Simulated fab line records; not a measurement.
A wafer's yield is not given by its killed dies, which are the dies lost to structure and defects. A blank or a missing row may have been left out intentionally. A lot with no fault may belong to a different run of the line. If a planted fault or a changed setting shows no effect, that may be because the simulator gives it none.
Matching of chambers | flow sky130 | 4 sister chambers for SKY_POLY_CUT_ETCH_10 on rie-diel-03
The step etches BARC in N2/H2, stops on SiO2, time 45.9 s, target depth 60 nm. 8 wafers are shown with their chamber, then 7 later ones without.

## WAFERS PAIRED WITH THEIR CHAMBERS
wafer  | chamber | throttle-valve-pct (%) | oes-product-au (a.u.)
L291.3 | 2       | 13.225                 | 0.851
L305.2 | 2       | 13.216                 | 0.858
L305.3 | 3       | 13.227                 | 0.855
L309.3 | 3       | 13.223                 | 0.856
L308.5 | 1       | 13.231                 | 0.864
L308.6 | 0       | 13.235                 | 0.857
L310.2 | 0       | 13.234                 | 0.849
L310.3 | 1       | 13.217                 | 0.861

## WAFERS WITH NO CHAMBER GIVEN
wafer  | throttle-valve-pct (%) | oes-product-au (a.u.)
L310.4 | 13.215                 | 0.852
L311.1 | 13.223                 | 0.863
L311.4 | 13.239                 | 0.853
L311.6 | 13.228                 | 0.849
L312.1 | 13.223                 | 0.852
L312.4 | 13.236                 | 0.853
L312.6 | 13.246                 | 0.850

## WHICH CHAMBER EACH WENT THROUGH
wafer  | from the rows above               | in truth
L310.4 | can't be placed: 2 or 3 or 1      | 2
L311.1 | can't be placed: 1 or 3 or 2      | 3
L311.4 | can't be placed: 0 or 3           | 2
L311.6 | can't be placed: 0 or 3 or 2      | 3
L312.1 | can't be placed: 2 or 3 or 0 or 1 | 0
L312.4 | can't be placed: 0 or 3           | 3
L312.6 | can't be placed: 0 or 3           | 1
Placed correctly: 0 of 7. Cannot be placed on the basis of these rows: 7; the candidates contain the true chamber in 5. Placed wrongly: 0.
How it was worked out, from the rows above alone: a wafer's distance from a chamber is the root of the sum, over the readings, of the square of ((its reading less the chamber's mean) divided by the reading's scatter). The wafer belongs to the nearest chamber; if the next one is less than 2 further off, it can't be placed. The mean given for a chamber averages the wafers shown for that chamber. The scatter: take each reading less its chamber's mean, square it, sum over the shown wafers, divide by the number of wafers less the number of chambers, and take the root.
